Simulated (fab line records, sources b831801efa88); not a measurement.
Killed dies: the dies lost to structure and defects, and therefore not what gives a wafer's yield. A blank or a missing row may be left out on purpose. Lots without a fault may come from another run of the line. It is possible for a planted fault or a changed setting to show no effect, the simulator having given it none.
Which of the tools did it? -- flow gf180mcu -- 12 lots with 36 wafers sampled at 2 steps, on a route of 602 steps

== WHAT THE GAUGES READ, wafer by wafer ==
GF_V4_BOW_MEAS_05.
lot,measured,on,V4_BOW (um)
L743,day 24 09:34,film-metro-04,130 131 132
L744,day 24 14:52,film-metro-04,147 139 140
L746,day 25 10:23,film-metro-04,132 128 128
L747,day 26 00:54,film-metro-03,129 117 117
L748,day 26 06:13,film-metro-03,148 144 134
L749,day 26 08:13,film-metro-01,118 133 127
L750,day 26 16:13,film-metro-01,141 135 133
L751,day 26 21:52,film-metro-01,146 132 138
L752,day 27 08:38,film-metro-01,131 130 119
L758,day 28 23:43,film-metro-01,126 126 131
L759,day 29 04:58,film-metro-01,133 141 127
L764,day 30 13:49,film-metro-01,134 131 139

== EACH LOT AND THE TOOL THAT RAN IT (in order: tool; ch and the chambers of the sampled wafers; start) ==
lot,GF_V4_CVD_02
L743,"pecvd-01 ch 0,2, day 24 09:05"
L744,"pecvd-04 ch 0,1, day 24 14:25"
L746,"pecvd-01 ch 0,2, day 25 09:55"
L747,"pecvd-01 ch 1,2, day 26 00:27"
L748,"pecvd-04 ch 0,1, day 26 05:46"
L749,"pecvd-04 ch 0,1,2, day 26 07:46"
L750,"pecvd-01 ch 0,2, day 26 15:44"
L751,"pecvd-02 ch 0,1, day 26 21:26"
L752,"pecvd-02 ch 0,1,2, day 27 08:12"
L758,"pecvd-02 ch 0,1, day 28 23:16"
L759,"pecvd-01 ch 0,2, day 29 04:33"
L764,"pecvd-01 ch 0,1,2, day 30 13:22"
- GF_V4_CVD_02: deposits SiO2 from TEOS, target thk 850 nm, time 94.851 s.

== AS READ BY THE TOOLS THEMSELVES (means over the sampled wafers that have a number; for cases with no such wafer, the mark the record gives instead) ==
GF_V4_CVD_02.
lot,tool,heater-power-w (W)
L743,pecvd-01,622
L744,pecvd-04,631
L746,pecvd-01,602
L747,pecvd-01,636
L748,pecvd-04,654
L749,pecvd-04,641
L750,pecvd-01,588
L751,pecvd-02,714
L752,pecvd-02,754
L758,pecvd-02,762
L759,pecvd-01,623
L764,pecvd-01,657

== THE ANSWER, worked out from the rows above alone ==
Rule: usual is defined by the lots themselves. Put in order of their means at a reading, lots are off if they are a third of the lots or fewer, leave a main group of 4 or more, and stand apart from it by a gap of 3 or more times the standard deviation of the main group's means; of several such gaps the widest counts. Not used: any main group whose means are identical at the precision the tables above print for the reading. Also off: a lot with no number at a reading for which 4 or more lots have one. The other lots that the step has rows for count as sound. Order of review: gauges by route order, followed by the tools' own readings, for which a lot's mean as printed above is used. At the first step where some lot is off, the reading lying furthest off is the one used; lots without a number count as furthest.
No lot is off on any of the readings shown, so nothing can be concluded from this.

== WHAT HAD BEEN PUT IN BY THE SIMULATOR ==
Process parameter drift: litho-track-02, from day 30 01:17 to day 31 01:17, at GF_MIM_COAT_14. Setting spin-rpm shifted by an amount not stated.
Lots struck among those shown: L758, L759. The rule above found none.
